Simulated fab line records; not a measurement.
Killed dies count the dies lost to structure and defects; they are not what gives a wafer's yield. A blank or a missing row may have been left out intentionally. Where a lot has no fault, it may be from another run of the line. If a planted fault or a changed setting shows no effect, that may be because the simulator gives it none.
Struck lot and sound lot, side by side ; flow sfq-line ; 13 steps out of a route of 325
Sound: the wafers L118.1, L118.5, L118.6. Wafers L130.1, L130.3, L130.4 were the ones struck. The cause is named last.
Order at every step that has rows: each side's tool, ch and its chambers, its first start. Under that, the readings that differ: sound wafers ; struck wafers ; difference of the means ; sigmas: that difference in standard deviations of wafers without a fault.
alike: words and numbers the same on both sides, and readings whose means are apart by under 2 such deviations; not compared: readings that were withheld, readings missing a value for some wafer, numbers with overlapping values and no deviation given by the record, and bounds like >300 which may hide the same value.
A row with sigmas, a row that says differs or no value, or rows on one side alone: a step with any of these is where the two part. Non-overlapping numbers with no deviation appear without sigmas and do not part them. A reading missing from all wafers of one side parts the sides only when that side holds two or more wafers.

first, 6 steps without rows for these wafers: SFQ_TRILAYER_M7_LITHO_COAT_182 (resist thk 62 nm); SFQ_TRILAYER_M7_LITHO_COAT_177 (resist thk 600 nm); SFQ_TRILAYER_M7_LITHO_SOFTBAKE_181; SFQ_TRILAYER_M7_LITHO_EXPOSE_178 (exposes mask M7, target cd 500 nm); SFQ_TRILAYER_M7_LITHO_PEB_180 (peb time 60 s); SFQ_TRILAYER_M7_LITHO_DEVELOP_179 (time 60 s).
SFQ_M7_OVL_MEAS_945:
  sound on overlay-01 at day 82 06:12; struck on overlay-01 at day 87 12:15
  alike: M7_OVL
SFQ_TRILAYER_M7_BARC_OPEN_METAL_ETCH_229: etches BARC in O2, target depth 125 nm, time 41.7 s.
  sound on rie-metal-01 ch 0,1, day 82 06:14; struck on rie-metal-04 ch 0,1, day 87 12:17
reading;sound;struck;difference;sigmas
rf-fwd-power-W (W);596.6 596.2 595.0;590.0 587.7 592.3;-5.9;-2
  alike: drypump-motor-current-A, oes-product-au
  not compared: rf-hours-counter-h
SFQ_TRILAYER_M7_ETCH_METAL_ETCH_180: etches Nb in Cl2/Ar, stops on SiO2, target depth 240 nm, time 120 s.
  sound on rie-metal-01 ch 0,1, day 82 06:18; struck on rie-metal-04 ch 0,1, day 87 12:21
  alike: drypump-motor-current-A, oes-product-au, rf-fwd-power-W
  not compared: rf-hours-counter-h
SFQ_TRILAYER_M7_STRIP_STRIP_181: strips in O2.
  sound on rie-metal-01 ch 0,1, day 82 06:25; struck on rie-metal-04 ch 0,1, day 87 12:28
  alike: drypump-motor-current-A, oes-product-au
  not compared: rf-hours-counter-h
then, 1 step without rows for these wafers: SFQ_TRILAYER_M7_STRIP_SOLV_CLEAN_182 (cleans in NMP, time 600 s).
SFQ_TRILAYER_I7_DEP_PECVD_183: deposits SiO2 from SiH4/N2O, time 111.11 s, target thk 500 nm.
  sound on pecvd-03 ch 0,2, day 82 07:12; struck on pecvd-01 ch 0,1, day 87 13:15
reading;sound;struck;difference;sigmas
rf-fwd-power-W (W);182.5 182.4 182.7;152.2 153.3 152.8;-29.8;-54
showerhead-vpp-V (V);859 892 852;759 770 766;-103;-3
throttle-valve-pct (%);27.0 26.4 26.8;23.7 24.1 24.2;-2.7;-2
model.SiO2_of_TRILAYER_I7_DEP_PECVD_183.thk-nm (nm);498.7 505.2 504.6;477.7 480.9 482.4;-22.5;
  alike: heater-power-w
SFQ_TRILAYER_I7_CMP_CMP_184: polishes SiO2.
  sound on cmp-02 ch 0,1,2, day 82 08:49; struck on cmp-02 ch 1,2,3, day 87 13:20
reading;sound;struck;difference;sigmas
time-to-endpoint-s (s);219 224 210;199 198 196;-20;-2
  alike: motor-current-A, slurry-flow-ml-min

## WHERE THEY PART
First at SFQ_TRILAYER_M7_BARC_OPEN_METAL_ETCH_229; last, within this record, at SFQ_TRILAYER_I7_CMP_CMP_184.

WHY: the cause the simulator had injected
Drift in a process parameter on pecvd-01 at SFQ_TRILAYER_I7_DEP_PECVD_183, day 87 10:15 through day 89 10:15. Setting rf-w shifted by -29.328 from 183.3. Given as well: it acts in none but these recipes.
